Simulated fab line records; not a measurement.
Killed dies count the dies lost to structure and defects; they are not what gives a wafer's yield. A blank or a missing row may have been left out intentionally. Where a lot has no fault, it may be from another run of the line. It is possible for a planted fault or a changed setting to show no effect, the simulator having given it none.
Which of the tools did it? | flow gf180mcu | 18 wafers from 6 lots sampled at 2 of the route's 602 steps

WHAT EACH GAUGE READ, for each wafer
GF_MVSD_TW_MEAS_11.
lot  | measured     | on           | MVSD_TW
L944 | day 6 20:32  | filmMetro-03 | 1985 1979 1979
L947 | day 7 14:54  | filmMetro-03 | 1616 1613 1617
L950 | day 8 06:42  | filmMetro-01 | 1606 1601 1606
L952 | day 8 21:28  | filmMetro-01 | 1602 1600 1611
L954 | day 9 05:28  | filmMetro-04 | 1577 1562 1575
L957 | day 10 01:16 | filmMetro-01 | 1601 1607 1604

EACH LOT AND THE TOOL THAT RAN IT (in order: tool; ch and the chambers of the sampled wafers; start)
lot  | GF_MVSD_IMPLANT_08
L944 | implanter-01 ch 0, day 6 19:49
L947 | implanter-01 ch 0, day 7 14:30
L950 | implanter-01 ch 0, day 8 06:09
L952 | implanter-01 ch 0, day 8 21:04
L954 | implanter-01 ch 0, day 9 05:04
L957 | implanter-02 ch 0, day 10 00:52
- GF_MVSD_IMPLANT_08

THE ANSWER, worked out from the rows above alone
Rule: what is usual is taken from the lots themselves. Put in order of their means at a reading, lots are off if they are a third of the lots or fewer, leave a main group of 4 or more, and stand apart from it by a gap of 3 or more times the standard deviation of the main group's means; of several such gaps the widest counts. Not used: any main group whose means are identical at the precision the tables above print for the reading. A lot without any number at a reading at which 4 lots or more have one is off too. Where the step has rows for the other lots, those lots are counted as sound.
Off: at GF_MVSD_TW_MEAS_11 (MVSD_TW), L944. The main group: mean 1600, standard deviation 15.
If a tool, at a process step before that reading, ran all the lots that are off and no sound lot after the first of them, it fits. Those tools and the gauges at GF_MVSD_TW_MEAS_11 are tried in the same way. Of those tried, none fits.

WHAT THE SIMULATOR PUT IN
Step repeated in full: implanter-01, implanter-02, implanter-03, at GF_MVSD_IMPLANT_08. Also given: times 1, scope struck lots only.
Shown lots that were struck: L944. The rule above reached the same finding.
